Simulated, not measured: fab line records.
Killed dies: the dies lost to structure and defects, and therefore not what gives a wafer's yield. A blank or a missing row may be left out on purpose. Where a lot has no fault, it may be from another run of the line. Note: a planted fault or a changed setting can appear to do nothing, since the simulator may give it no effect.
A struck lot beside a sound one / flow sky130 / 35 out of 708 route steps
Sound: these wafers, L712.1, L712.5, L712.6. Wafers L707.3, L707.5, L707.6 were the ones struck. The cause comes at the end.
For every step that has rows: the tool of each side, followed by ch and its chambers, followed by its first start. Under that, the readings that differ: sound wafers / struck wafers / difference of the means / sigmas: that difference in standard deviations of wafers without a fault.
alike: same words and numbers on both sides, and readings whose means sit less than 2 such deviations apart. not compared: any withheld reading, any reading some wafer has no value for, any bound like >300 that may hide the same value, and any number with overlapping values for which the record gives no deviation.
Wherever a step has rows on one side only, a row that says differs or no value, or a row with sigmas, the two part there. Non-overlapping numbers with no deviation appear without sigmas and do not part them. A reading that every wafer of one side lacks parts them only if that side has two wafers or more.

SKY_SD_P_CD_MEAS_07: the cd target is 380 nm.
  struck on cdSem-02, day 31 03:59; sound on cdSem-01, day 32 19:47
  alike: cdNm
SKY_SD_P_OVL_MEAS_08:
  struck on overlay-02, day 31 04:05; sound on overlay-02, day 32 19:55
  alike: SD_P_OVL
following that, these wafers have no rows for 1 step: SKY_SD_P_IMPLANT_09.
SKY_SD_P_STRIP_10: strips in O2/N2.
  sound on plasmaAsher-01 ch 0,1, day 32 20:06; struck on plasmaAsher-01 ch 0,1, day 31 04:17
  alike: drypumpMotorCurrentA, o2FlowSccm, oesProductAu, stripTimeToEndpointS
  not compared: rfHoursCounterH
SKY_SD_P_TW_MEAS_11:
  struck on filmMetro-04, day 31 04:22; sound on filmMetro-02, day 32 20:12
  alike: SD_P_TW
then, 7 steps without rows for these wafers: SKY_RES_XHIGH_DEHYDRATE_00 (time 60 s); SKY_RES_XHIGH_HMDS_01 (prime time 60 s); SKY_RES_XHIGH_COAT_02 (resist thk 1140 nm); SKY_RES_XHIGH_SOFTBAKE_03 (time 60 s); SKY_RES_XHIGH_EXPOSE_04 (exposes mask URPM, target cd 1270 nm); SKY_RES_XHIGH_PEB_05; SKY_RES_XHIGH_DEVELOP_06 (develop time 60 s).
SKY_RES_XHIGH_IMPLANT_07:
  sound on implanter-01 ch 0, day 33 22:04; struck on implanter-02 ch 0, day 32 07:04
SKY_RES_XHIGH_STRIP_08: strips in O2/N2.
  sound on plasmaAsher-04 ch 0,1, day 33 22:13; struck on plasmaAsher-02 ch 0,1, day 32 07:11
reading=oesProductAu (a.u.); sound=0.715 0.708 0.710; struck=0.718 0.725 0.723; difference=+0.011; sigmas=+2
reading=stripTimeToEndpointS (s); sound=14.23 14.26 14.29; struck=14.11 14.15 14.17; difference=-0.12; sigmas=-3
  alike: drypumpMotorCurrentA, o2FlowSccm
  not compared: rfHoursCounterH
SKY_RES_XHIGH_TW_MEAS_09:
  struck on filmMetro-02, day 32 07:17; sound on filmMetro-01, day 33 22:19
reading=RES_XHIGH_TW; sound=1637 1634 1637; struck=1575 1570 1578; difference=-62; sigmas=-3
then, 7 steps without rows for these wafers: SKY_SD_N_DEHYDRATE_00 (time 60 s); SKY_SD_N_HMDS_01 (prime time 60 s); SKY_SD_N_COAT_02 (resist thk 1140 nm); SKY_SD_N_SOFTBAKE_03 (time 60 s); SKY_SD_N_EXPOSE_04 (exposes mask NSDM, target cd 380 nm); SKY_SD_N_PEB_05; SKY_SD_N_DEVELOP_06 (develop time 60 s).
SKY_SD_N_CD_MEAS_07: the cd target is 380 nm.
  struck on cdSem-01, day 33 09:48; sound on cdSem-02, day 35 00:15
  alike: cdNm
SKY_SD_N_OVL_MEAS_08:
  struck on overlay-01, day 33 09:53; sound on overlay-01, day 35 00:22
  alike: SD_N_OVL
then, 2 steps without rows for these wafers: SKY_SD_N_IMPLANT_09; SKY_SD_N_IMPLANT_10.
SKY_SD_N_STRIP_11: strips in O2/N2.
  sound on plasmaAsher-02 ch 0,1, day 35 00:43; struck on plasmaAsher-04 ch 0,1, day 33 10:15
  alike: drypumpMotorCurrentA, o2FlowSccm, oesProductAu, stripTimeToEndpointS
  not compared: rfHoursCounterH
SKY_SD_N_TW_MEAS_12:
  struck on filmMetro-01, day 33 10:20; sound on filmMetro-04, day 35 00:49
  alike: SD_N_TW
then, 1 step without rows for these wafers: SKY_SD_N_CLEAN_13 (cleans in SC1/SC2, time 150 s).
SKY_SD_N_RTA_14: time 2 s.
  sound on rtpAnneal-02 ch 0, day 35 00:55; struck on rtpAnneal-01 ch 0, day 33 10:27
  alike: chamberO2Ppm, lampPowerPct, wafer_temp_C_max
SKY_SD_N_RS_MEAS_16: measures by four-point-probe.
  struck on filmMetro-01, day 33 10:38; sound on filmMetro-02, day 35 01:05
  alike: SD_N_RS
SKY_SD_N_RS_MEAS_17: measures by four-point-probe.
  struck on filmMetro-01, day 33 10:46; sound on filmMetro-02, day 35 01:13
  alike: SD_P_RS
SKY_SD_N_RS_MEAS_18: measures by four-point-probe.
  struck on filmMetro-01, day 33 10:53; sound on filmMetro-02, day 35 01:20
reading=RES_XHIGH_RS (ohm/sq); sound=333.2 333.7 333.9; struck=386.4 386.4 385.7; difference=+52.6; sigmas=+54
then, 1 step without rows for these wafers: SKY_SALICIDE_CLEAN_00 (cleans in HF-last, time 30 s).
-- the record jumps here: 16 days lie between the struck wafers' starts before and after (it left off in module SALICIDE and takes up again in module PAD_OPEN, whose first step shown is number 708 of the route) --
SKY_PAD_OPEN_PROBE_99:
  struck on prober-01, day 49 15:04; sound on prober-02, day 50 16:48
reading=model.etest.resXhighPo.lineOhmUm; sound=5883 5898 5786; struck=1.274e+04 1.238e+04 1.184e+04; difference=+6.464e+03; sigmas=
reading=model.etest.resXhighPo.rsOhmSqRange; sound=50.12 42.2 52.07; struck=2593 2389 2307; difference=+2382; sigmas=
reading=model.etest.resXhighPo.rsOhmSq; sound=2065 2034 2045; struck=4450 4212 4113; difference=+2210; sigmas=
reading=model.etest.resXhighPo.rsOhmSqRimLessCentre; sound=12.55 -12.61 9.11; struck=-1405 -1302 -1248; difference=-1321; sigmas=
  alike: killed_at_M0_to_M3, killed_at_M4_up, killedAtContacts, killedAtFrontEnd, killedAtOther, killedDies, killedOpen, killedShort

== WHERE THEY PART ==
First at SKY_RES_XHIGH_STRIP_08; last, within this record, at SKY_SD_N_RS_MEAS_18. Later steps at which nothing parts them and some readings are alike: SKY_PAD_OPEN_PROBE_99.

WHY: the cause the simulator had injected
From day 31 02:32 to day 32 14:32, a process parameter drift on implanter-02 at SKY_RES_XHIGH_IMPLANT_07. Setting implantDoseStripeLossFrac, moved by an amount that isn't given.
